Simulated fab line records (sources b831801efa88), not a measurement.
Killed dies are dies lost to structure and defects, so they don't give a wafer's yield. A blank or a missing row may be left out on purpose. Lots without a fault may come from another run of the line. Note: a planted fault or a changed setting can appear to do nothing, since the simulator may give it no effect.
One fault through the eyes of 2 desks / flow sky130 / each desk has only its own numbers; what lay behind them comes last

== FROM THE METROLOGY DESK ==
Means of the sampled wafers that have a number, per lot and without regard to the tool the lot ran on: this is what the gauges read. Any lot whose mean is over 4 standard deviations away from the usual mean is out of limits and marked OUT; that distance is given in the brackets.
Columns: A = INCOMING_BOW at SKY_FIELD_ISO_BOW_MEAS_00, usual 0 um; B = PWDE_RS at SKY_NWELL_RS_MEAS_31, usual 5285 ohm/sq; C = cdNm at SKY_VT_ADJUST_HVTP_CD_MEAS_07, usual 379.0 nm
lot=L211; first seen here=day 1 15:01; A=3; B=5303; C=380.2
lot=L212; first seen here=day 1 20:01; A=2; B=5295; C=379.6
lot=L214; first seen here=day 2 06:01; A=-3; B=5282; C=376.9
lot=L216; first seen here=day 2 16:00; A=5; B=5248; C=377.4
lot=L217; first seen here=day 2 21:00; A=-4; B=5281; C=380.8
lot=L218; first seen here=day 3 02:00; A=2; B=5305; C=376.0
lot=L225; first seen here=day 4 13:00; A=-1; B=5304; C=382.4
lot=L226; first seen here=day 4 18:00; A=-4; B=5277; C=377.1
lot=L227; first seen here=day 4 23:00; A=4; B=5272; C=381.0
lot=L228; first seen here=day 5 04:02; A=-3; B=5281; C=381.1
lot=L230; first seen here=day 5 14:00; A=-1; B=5303; C=378.8
lot=L232; first seen here=day 6 00:01; A=1; B=5310; C=377.8
This desk found nothing out of limits on any of the 12 lots.

== TOOL OWNER'S DESK, implanter-01 ==
The tool's own readings at SKY_POLY_GATE_IMPLANT_02: means of the sampled wafers that have a number, for each lot that ran on this tool. Any lot whose mean is over 4 standard deviations away from the usual mean is out of limits and marked OUT; that distance is given in the brackets.
Columns: A = beamOnS at SKY_POLY_GATE_IMPLANT_02, usual 35.1 s; B = doseIonsCm2 at SKY_POLY_GATE_IMPLANT_02, usual 7.701e+15
lot=L214; first seen here=day 16 13:08; A=34.2; B=7.696e+15
lot=L216; first seen here=day 17 01:22; A=51.0 (+16) OUT; B=1.130e+16 (+99 or more) OUT
lot=L218; first seen here=day 18 11:34; A=52.4 (+18) OUT; B=1.131e+16 (+99 or more) OUT
lot=L225; first seen here=day 21 05:11; A=34.6; B=7.705e+15
lot=L227; first seen here=day 21 20:56; A=35.2; B=7.700e+15
lot=L230; first seen here=day 22 09:01; A=35.9; B=7.703e+15
Finding of this desk: L216, L218 out of limits; the first was L216 at day 17 01:22, on beamOnS at SKY_POLY_GATE_IMPLANT_02. L214, L225, L227, L230: within limits.

== ALL TOGETHER ==
The tool owner's desk had the chance to raise an alarm at day 17 01:22 on L216, L218.
The metrology desk saw nothing out of limits.
The metrology desk holds a record of L216, L218, inside its limits.
On implanter-01, each named lot ran SKY_POLY_GATE_IMPLANT_02.

== WHAT HAD BEEN PUT IN BY THE SIMULATOR ==
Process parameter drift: implanter-01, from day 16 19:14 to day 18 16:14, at SKY_POLY_GATE_IMPLANT_02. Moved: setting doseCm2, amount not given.
Lots struck among those shown: L216, L218.
Each desk's first reading out of limits, in hours after the fault started: the tool owner's desk, 6.
